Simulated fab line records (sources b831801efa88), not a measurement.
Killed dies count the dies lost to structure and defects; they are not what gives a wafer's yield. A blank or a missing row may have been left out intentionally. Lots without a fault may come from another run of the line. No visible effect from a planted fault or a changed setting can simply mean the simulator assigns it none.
Struck lot and sound lot, side by side ; flow sfq_line ; 42 steps out of a route of 325
Sound: wafers L395.3, L395.4, L395.5. Struck: wafers L408.1, L408.4 (left out: L408.2, a lot-mate that was not struck); the cause follows at the end.
At each step with rows: each side's tool, then ch and its chambers, then its first start. Under that, the readings that differ: sound wafers ; struck wafers ; difference of the means ; sigmas: that difference in standard deviations of wafers without a fault.
alike: readings whose means differ by less than 2 such deviations, and words and numbers that are the same on both sides. not compared: withheld readings, readings that some wafer has no value for, bounds like >300 that may hide the same value, and numbers for which the record gives no deviation and whose values overlap.
The two part at a step that has a row with sigmas, a row that says differs or no value, or rows on one side only. Numbers that don't overlap but have no deviation are shown without sigmas and don't part them. A reading missing from all wafers of one side parts the sides only when that side holds two or more wafers.

first, 6 steps without rows for these wafers: SFQ_TRILAYER_I0_VIA_LITHO_COAT_036 (resist thk 62 nm); SFQ_TRILAYER_I0_VIA_LITHO_COAT_031 (resist thk 650 nm); SFQ_TRILAYER_I0_VIA_LITHO_SOFTBAKE_035; SFQ_TRILAYER_I0_VIA_LITHO_EXPOSE_032 (exposes mask I0, target cd 500 nm); SFQ_TRILAYER_I0_VIA_LITHO_PEB_034 (peb time 60 s); SFQ_TRILAYER_I0_VIA_LITHO_DEVELOP_033 (time 60 s).
SFQ_I0_OVL_MEAS_908:
  sound on overlay-01 at day 10 05:56; struck on overlay-01 at day 14 01:31
reading;sound;struck;difference;sigmas
I0_OVL (nm);-14 -11 -4;0 7;+13;+3
SFQ_TRILAYER_I0_VIA_BARC_OPEN_VIA_ETCH_046: etches BARC in O2, target depth 125 nm, time 41.7 s.
  sound on rie_diel-02 ch 1,2,3, day 10 05:58; struck on rie_diel-01 ch 2,3, day 14 01:33
  alike: drypump_motor_current_A, oes_product_au
  not compared: rf_hours_counter_h
SFQ_TRILAYER_I0_VIA_ETCH_VIA_ETCH_034: etches SiO2 in CHF3, stops on Nb, target depth 260 nm.
  sound on rie_diel-02 ch 0,2,3, day 10 06:01; struck on rie_diel-01 ch 2,3, day 14 01:35
  alike: drypump_motor_current_A, oes_product_au
then, 3 steps without rows for these wafers: SFQ_TRILAYER_I0_VIA_STRIP_STRIP_035 (strips in O2); SFQ_TRILAYER_I0_VIA_STRIP_SOLV_CLEAN_036 (cleans in NMP, time 600 s); SFQ_TRILAYER_M1_DEP_PRE_CLEAN_038 (time 22.5 s).
SFQ_TRILAYER_M1_DEP_SPUTTER_037: material Nb, target thk 200 nm, time 133.3 s.
  sound on pvd_sputter-03 at day 10 06:55; struck on pvd_sputter-03 at day 14 02:31
reading;sound;struck;difference;sigmas
model.Nb_of_TRILAYER_M1_DEP_SPUTTER_037.thk_nm (nm);196.8 200.3 197.1;241.1 242.3;+43.6;
  alike: throttle_valve_pct
SFQ_M1_RS_MEAS_909: a four-point-probe measurement.
  sound on film_metro-04 at day 10 07:04; struck on film_metro-04 at day 14 02:37
reading;sound;struck;difference;sigmas
M1_NB_RS (ohm/sq);0.904 0.888 0.902;0.739 0.733;-0.162;-16
then, 6 steps without rows for these wafers: SFQ_TRILAYER_M1_LITHO_COAT_044 (resist thk 62 nm); SFQ_TRILAYER_M1_LITHO_COAT_039 (resist thk 600 nm); SFQ_TRILAYER_M1_LITHO_SOFTBAKE_043; SFQ_TRILAYER_M1_LITHO_EXPOSE_040 (exposes mask M1, target cd 500 nm); SFQ_TRILAYER_M1_LITHO_PEB_042 (peb time 60 s); SFQ_TRILAYER_M1_LITHO_DEVELOP_041 (time 60 s).
SFQ_M1_OVL_MEAS_911:
  sound on overlay-02 at day 11 09:31; struck on overlay-02 at day 14 21:42
  alike: M1_OVL
then, 1 step without rows for these wafers: SFQ_TRILAYER_M1_BARC_OPEN_METAL_ETCH_054 (etches BARC in O2, target depth 125 nm, time 41.7 s).
SFQ_TRILAYER_M1_ETCH_METAL_ETCH_042: etches Nb in Cl2/Ar, stops on SiO2, target depth 240 nm, time 120 s.
  sound on rie_metal-02 ch 0,1, day 11 09:38; struck on rie_metal-01 ch 1, day 14 21:48
reading;sound;struck;difference;sigmas
oes_product_au (a.u.);0.880 0.903 0.885;1.000 0.994;+0.108;+17
  alike: drypump_motor_current_A
  not compared: rf_hours_counter_h
SFQ_TRILAYER_M1_STRIP_STRIP_043: strips in O2.
  sound on rie_metal-02 ch 0,1, day 11 09:55; struck on rie_metal-01 ch 1, day 14 21:55
  alike: drypump_motor_current_A, oes_product_au, platen_temp_c
  not compared: rf_hours_counter_h
then, 2 steps without rows for these wafers: SFQ_TRILAYER_M1_STRIP_SOLV_CLEAN_044 (cleans in NMP, time 600 s); SFQ_TRILAYER_I1_DEP_PECVD_045 (deposits SiO2 from SiH4/N2O, time 111.11 s, target thk 500 nm).
SFQ_TRILAYER_I1_CMP_CMP_046: polishes SiO2.
  sound on cmp-01 ch 0,1,3, day 11 13:06; struck on cmp-02 ch 0,2, day 15 02:05
  alike: motor_current_A, time_to_endpoint_s
SFQ_I1_BOW_MEAS_912:
  sound on film_metro-02 at day 11 15:38; struck on film_metro-04 at day 15 05:05
  alike: I1_BOW
then, 7 steps without rows for these wafers: SFQ_TRILAYER_I1_METRO_MEASURE_047; SFQ_TRILAYER_I1_VIA_LITHO_COAT_054 (resist thk 62 nm); SFQ_TRILAYER_I1_VIA_LITHO_COAT_049 (resist thk 650 nm); SFQ_TRILAYER_I1_VIA_LITHO_SOFTBAKE_053; SFQ_TRILAYER_I1_VIA_LITHO_EXPOSE_050 (exposes mask I1, target cd 500 nm); SFQ_TRILAYER_I1_VIA_LITHO_PEB_052 (peb time 60 s); SFQ_TRILAYER_I1_VIA_LITHO_DEVELOP_051 (time 60 s).
-- the record jumps here: 6 days lie between the struck wafers' starts before and after --
SFQ_I1_OVL_MEAS_913:
  sound on overlay-01 at day 16 21:49; struck on overlay-02 at day 21 12:24
  alike: I1_OVL
SFQ_TRILAYER_I1_VIA_BARC_OPEN_VIA_ETCH_071: etches BARC in O2, target depth 125 nm, time 41.7 s.
  sound on rie_diel-03 ch 0,2, day 16 21:50; struck on rie_diel-03 ch 0,1, day 21 12:26
  alike: drypump_motor_current_A, oes_product_au
  not compared: rf_hours_counter_h
then, 4 steps without rows for these wafers: SFQ_TRILAYER_I1_VIA_ETCH_VIA_ETCH_052 (etches SiO2 in CHF3, stops on Nb, target depth 260 nm); SFQ_TRILAYER_I1_VIA_STRIP_STRIP_053 (strips in O2); SFQ_TRILAYER_I1_VIA_STRIP_SOLV_CLEAN_054 (cleans in NMP, time 600 s); SFQ_TRILAYER_M2_DEP_PRE_CLEAN_056 (time 22.5 s).
-- the record jumps here: 68 days lie between the struck wafers' starts before and after --
SFQ_M8_BOW_MEAS_951:
  sound on film_metro-02 at day 83 04:26; struck on film_metro-03 at day 89 20:11
reading;sound;struck;difference;sigmas
model.etest.m1.ohm_um;1.81 1.773 1.802;1.492 1.486;-0.306;
model.etest.i0.link_ohm;1.976 1.967 1.964;1.792 1.787;-0.180;
model.etest.i1.link_ohm;1.989 1.966 1.973;1.806 1.807;-0.169;
model.etest.m1.ohm_sq;0.904 0.8881 0.9023;0.7377 0.734;-0.1623;
  alike: M8_BOW

## WHERE THEY PART
At SFQ_I0_OVL_MEAS_908 first; at SFQ_TRILAYER_M1_ETCH_METAL_ETCH_042 last (within this record only). Later steps at which nothing parts them and some readings are alike: SFQ_TRILAYER_M1_STRIP_STRIP_043, SFQ_TRILAYER_I1_CMP_CMP_046, SFQ_I1_BOW_MEAS_912, SFQ_I1_OVL_MEAS_913, SFQ_TRILAYER_I1_VIA_BARC_OPEN_VIA_ETCH_071, SFQ_M8_BOW_MEAS_951.

WHY: what had been put in by the simulator
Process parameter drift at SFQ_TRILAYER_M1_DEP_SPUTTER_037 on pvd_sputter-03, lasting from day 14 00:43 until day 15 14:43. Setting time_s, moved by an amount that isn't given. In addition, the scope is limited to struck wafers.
